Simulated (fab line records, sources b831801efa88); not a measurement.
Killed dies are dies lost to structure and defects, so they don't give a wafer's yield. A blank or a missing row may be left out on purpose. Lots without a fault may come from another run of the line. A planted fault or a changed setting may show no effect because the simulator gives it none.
Which tool did it? | flow gf180mcu | 11 lots, 33 wafers sampled, at 2 steps of a route of 602

WHAT THE GAUGES READ, wafer by wafer
GF_PSD_RS_MEAS_14: measures by four-point-probe.
lot  | measured     | on            | NSD_RS (ohm/sq)
L311 | day 14 10:41 | film_metro-04 | 46.30 46.14 46.14
L313 | day 15 05:14 | film_metro-04 | 46.22 46.19 46.24
L314 | day 15 17:56 | film_metro-03 | 46.16 46.06 46.03
L315 | day 15 23:10 | film_metro-01 | 46.00 46.04 46.00
L317 | day 16 19:48 | film_metro-03 | 46.13 46.19 46.19
L323 | day 18 20:45 | film_metro-03 | 43.41 43.38 43.38 43.41 43.37 43.31
L326 | day 19 20:58 | film_metro-04 | 43.47 43.41 43.40 43.39 43.34 43.38
L327 | day 20 06:51 | film_metro-03 | 43.38 43.26 43.38 43.39 43.32 43.42
L330 | day 21 18:05 | film_metro-01 | 46.11 46.03 46.09
L331 | day 21 22:22 | film_metro-03 | 46.01 46.13 46.17
L332 | day 22 02:47 | film_metro-01 | 46.05 46.12 46.17

WHICH TOOL RAN EACH LOT (tool, then ch and the chambers of the sampled wafers, then the start)
lot  | GF_PSD_RTA_13
L311 | rtp_anneal-02 ch 0, day 14 10:37
L313 | rtp_anneal-02 ch 0, day 15 05:08
L314 | rtp_anneal-02 ch 0, day 15 17:52
L315 | rtp_anneal-02 ch 0, day 15 23:04
L317 | rtp_anneal-01 ch 0, day 16 19:42
L323 | rtp_anneal-02 ch 0, day 18 20:40
L326 | rtp_anneal-02 ch 0, day 19 20:53
L327 | rtp_anneal-02 ch 0, day 20 06:45
L330 | rtp_anneal-01 ch 0, day 21 18:01
L331 | rtp_anneal-01 ch 0, day 21 22:16
L332 | rtp_anneal-01 ch 0, day 22 02:42
- GF_PSD_RTA_13: time 20 s.

THE ANSWER, worked out from the rows above alone
Rule: what is usual is taken from the lots themselves. Put in order of their means at a reading, lots are off if they are a third of the lots or fewer, leave a main group of 4 or more, and stand apart from it by a gap of 3 or more times the standard deviation of the main group's means; of several such gaps the widest counts. A main group whose means are all the same, to the digits that the tables above print for the reading, isn't used. A lot without any number at a reading at which 4 lots or more have one is off too. The other lots that the step has rows for count as sound.
Off: L323, L326, L327, at GF_PSD_RS_MEAS_14 (NSD_RS). The main group: mean 46.12 ohm/sq, standard deviation 0.063.
A tool fits if, at a process step before that reading, it ran every lot that is off, and no sound lot after the first of them. The gauges at GF_PSD_RS_MEAS_14 are tried like those tools. One fits: rtp_anneal-02 at GF_PSD_RTA_13. Its last sound lot is L315 (day 15 23:04), its first lot that is off L323 (day 18 20:40): a fault that began between those two fits.

WHAT THE SIMULATOR HAD PUT IN
Process parameter drift: rtp_anneal-02, from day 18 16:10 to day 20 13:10, at GF_PSD_RTA_13. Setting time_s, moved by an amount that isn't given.
Lots struck among those shown: L323, L326, L327. The rule above found the same.
